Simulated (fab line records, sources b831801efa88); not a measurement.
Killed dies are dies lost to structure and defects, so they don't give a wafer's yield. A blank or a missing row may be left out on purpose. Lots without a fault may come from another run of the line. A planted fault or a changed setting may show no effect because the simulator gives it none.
A struck lot beside a sound one | flow gf180mcu | 18 steps out of a route of 602
Sound: wafers L593.1, L593.2, L593.6. Struck: wafers L601.3, L601.5, L601.6. The cause comes at the end.
At each step with rows: each side's tool, then ch and its chambers, then its first start. Under that, the readings that differ: sound wafers | struck wafers | difference of the means | sigmas: that difference in standard deviations of wafers without a fault.
alike: readings whose means differ by less than 2 such deviations, and words and numbers that are the same on both sides. not compared: withheld readings, readings that some wafer has no value for, bounds like >300 that may hide the same value, and numbers for which the record gives no deviation and whose values overlap.
The two part at a step that has a row with sigmas, a row that says differs or no value, or rows on one side only. Numbers that don't overlap but have no deviation are shown without sigmas and don't part them. A reading that every wafer of one side lacks parts them only if that side has two wafers or more.

first, 1 step without rows for these wafers: GF_POLY_GATE_CVD_00 (deposits poly-Si, target thk 200 nm, time 1200 s).
GF_POLY_GATE_THK_MEAS_01:
  sound on film_metro-02, day 9 08:05; struck on film_metro-02, day 12 03:20
  reading                   | sound             | struck            | difference | sigmas
  POLY_GATE_CVD_00_THK (nm) | 202.1 201.3 200.9 | 195.4 196.3 195.7 | -5.6       | -3
then, 4 steps without rows for these wafers: GF_POLY_GATE_DEHYDRATE_02 (time 60 s); GF_POLY_GATE_HMDS_03 (prime time 60 s); GF_POLY_GATE_COAT_04; GF_POLY_GATE_COAT_05 (resist thk 700 nm).
GF_POLY_GATE_SOFTBAKE_06: time 61.87 s.
  sound on litho_track-02 ch 0; struck on litho_track-01 ch 0
  alike: plate_sensor_t_centre_C, plate_sensor_t_edge_C
then, 3 steps without rows for these wafers: GF_POLY_GATE_EXPOSE_07 (exposes mask Poly2, target cd 280 nm); GF_POLY_GATE_PEB_08 (peb time 90 s); GF_POLY_GATE_DEVELOP_09 (develop time 60 s).
GF_POLY_GATE_CD_MEAS_10: target cd 280 nm.
  sound on cd_sem-01, day 10 01:22; struck on cd_sem-01, day 12 22:35
  reading    | sound             | struck            | difference | sigmas
  cd_nm (nm) | 279.4 280.5 280.8 | 282.6 282.8 282.5 | +2.4       | +2
GF_POLY_GATE_OVL_MEAS_11:
  sound on overlay-02, day 10 01:29; struck on overlay-01, day 12 22:40
  alike: POLY_GATE_OVL
GF_POLY_GATE_ETCH_12: etches BARC in N2/H2.
  sound on rie_diel-03 ch 2,3, day 10 01:31; struck on rie_diel-04 ch 2,3, day 12 22:41
  no value came back on the struck wafers for any of 5 readings (bias_w (W), chamber_pressure_mTorr (mTorr) and others); on the sound wafers bias_w (W) reads 100.08 100.21 100.11
GF_POLY_GATE_ETCH_13: etches poly-Si in HBr/Cl2, stops on SiO2, target depth 198.5 nm, time 69.6 s.
  sound on rie_si-01 ch 0,2, day 10 01:34; struck on rie_si-01 ch 0,3, day 12 22:44
  reading               | sound             | struck            | difference | sigmas
  oes_product_au (a.u.) | 0.999 0.998 0.995 | 0.266 0.278 0.278 | -0.723     | -94
  alike: HBr_flow_sccm, bias_w, drypump_motor_current_A, throttle_valve_pct
  not compared: rf_hours_counter_h
GF_POLY_GATE_STRIP_14: strips in O2/N2.
  sound on plasma_asher-03 ch 0,1, day 10 01:38; struck on plasma_asher-03 ch 0,1, day 12 22:50
  reading               | sound             | struck            | difference | sigmas
  oes_product_au (a.u.) | 0.506 0.508 0.508 | 0.527 0.525 0.525 | +0.018     | +4
  alike: drypump_motor_current_A, heater_power_w
  not compared: rf_hours_counter_h
then, 2 steps without rows for these wafers: GF_POLY_GATE_CLEAN_15 (cleans in SC1/SC2, time 150 s); GF_POLY_GATE_OXIDATION_16 (stabilise 600 s, purge 300 s, target thk 4 nm).
GF_POLY_GATE_CD_MEAS_18:
  sound on cd_sem-02, day 10 03:06; struck on cd_sem-02, day 13 02:53
  reading    | sound             | struck | difference                    | sigmas
  cd_nm (nm) | 281.2 277.6 279.0 | - - -  | no value on the struck wafers |

WHERE THEY PART
First at GF_POLY_GATE_THK_MEAS_01; last, within this record, at GF_POLY_GATE_CD_MEAS_18.

WHY: what the simulator had put in
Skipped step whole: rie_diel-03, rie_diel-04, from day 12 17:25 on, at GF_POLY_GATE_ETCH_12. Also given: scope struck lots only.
